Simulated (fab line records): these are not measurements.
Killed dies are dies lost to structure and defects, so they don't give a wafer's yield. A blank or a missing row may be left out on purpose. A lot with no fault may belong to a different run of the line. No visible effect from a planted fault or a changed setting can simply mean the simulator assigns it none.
A struck lot beside a sound one ; flow sky130 ; 14 out of 708 route steps
Sound: these wafers, L307.2, L307.3, L307.5. Struck: wafers L295.1, L295.2, L295.3. The cause is given at the end.
For every step that has rows: the tool of each side, followed by ch and its chambers, followed by its first start. Under that, the readings that differ: sound wafers ; struck wafers ; difference of the means ; sigmas: that difference in standard deviations of wafers without a fault.
alike: a reading whose means differ by less than 2 such deviations, as well as words and numbers matching on both sides. not compared: withheld readings; readings where some wafer has no value; bounds like >300 that might hide an equal value; numbers whose values overlap and for which the record gives no deviation.
Wherever a step has rows on one side only, a row that says differs or no value, or a row with sigmas, the two part there. Non-overlapping numbers with no deviation appear without sigmas and do not part them. A reading that every wafer of one side lacks parts them only if that side has two wafers or more.

SKY_LDD_LDN_TW_MEAS_13:
  sound on film_metro-01 at day 29 02:49; struck on film_metro-01 at day 24 18:48
reading;sound;struck;difference;sigmas
LDD_LDN_TW;1463 1456 1460;1482 1472 1482;+19;+3
then, 2 steps without rows for these wafers: SKY_LDD_LDN_CLEAN_14 (cleans in SC1/SC2, time 150 s); SKY_SPACER_CVD_00 (deposits Si3N4 from DCS/NH3, target thk 43.1 nm, time 740 s).
SKY_SPACER_THK_MEAS_01:
  sound on film_metro-03 at day 29 04:29; struck on film_metro-03 at day 24 20:07
  alike: SPACER_CVD_00_THK
SKY_SPACER_ETCHBACK_02: etches Si3N4 in CH3F/O2, stops on SiO2, time 46.7 s, target depth 45 nm.
  sound on rie_diel-03 ch 1,2, day 29 04:32; struck on rie_diel-01 ch 0,2,3, day 24 20:10
  alike: drypump_motor_current_A, oes_product_au, throttle_valve_pct
  not compared: rf_hours_counter_h
then, 7 steps without rows for these wafers: SKY_POLY_CUT_DEHYDRATE_00 (time 60 s); SKY_POLY_CUT_HMDS_01 (prime time 60 s); SKY_POLY_CUT_COAT_02 (resist thk 60 nm); SKY_POLY_CUT_COAT_03 (resist thk 450 nm); SKY_POLY_CUT_SOFTBAKE_04 (time 90 s); SKY_POLY_CUT_EXPOSE_05 (exposes mask NPCM, target cd 270 nm); SKY_POLY_CUT_PEB_06.
SKY_POLY_CUT_DEVELOP_07: develop time 60 s.
  sound on litho_track-04 ch 0, day 30 08:00; struck on litho_track-03, day 26 01:00
  no value came back on the struck wafers for chill_plate_temp_C (C), develop_time_s (s); on the sound wafers chill_plate_temp_C (C) reads 22.81 22.91 22.74
reading;sound;struck;difference;sigmas
model.KrF-thick_of_POLY_CUT_COAT_03.thk_nm (nm);435.8 436.6 434.7;449.5 448.3 449.9;+13.5;
SKY_POLY_CUT_CD_MEAS_08: target cd 270 nm.
  sound on cd_sem-02 at day 30 08:25; struck on cd_sem-02 at day 26 01:11
reading;sound;struck;difference;sigmas
cd_nm (nm);272.0 269.0 270.8;- - -;no value on the struck wafers;

== WHERE THEY PART ==
Earliest at SKY_LDD_LDN_TW_MEAS_13; latest, in this record, at SKY_POLY_CUT_CD_MEAS_08.

WHY: what the simulator had put in
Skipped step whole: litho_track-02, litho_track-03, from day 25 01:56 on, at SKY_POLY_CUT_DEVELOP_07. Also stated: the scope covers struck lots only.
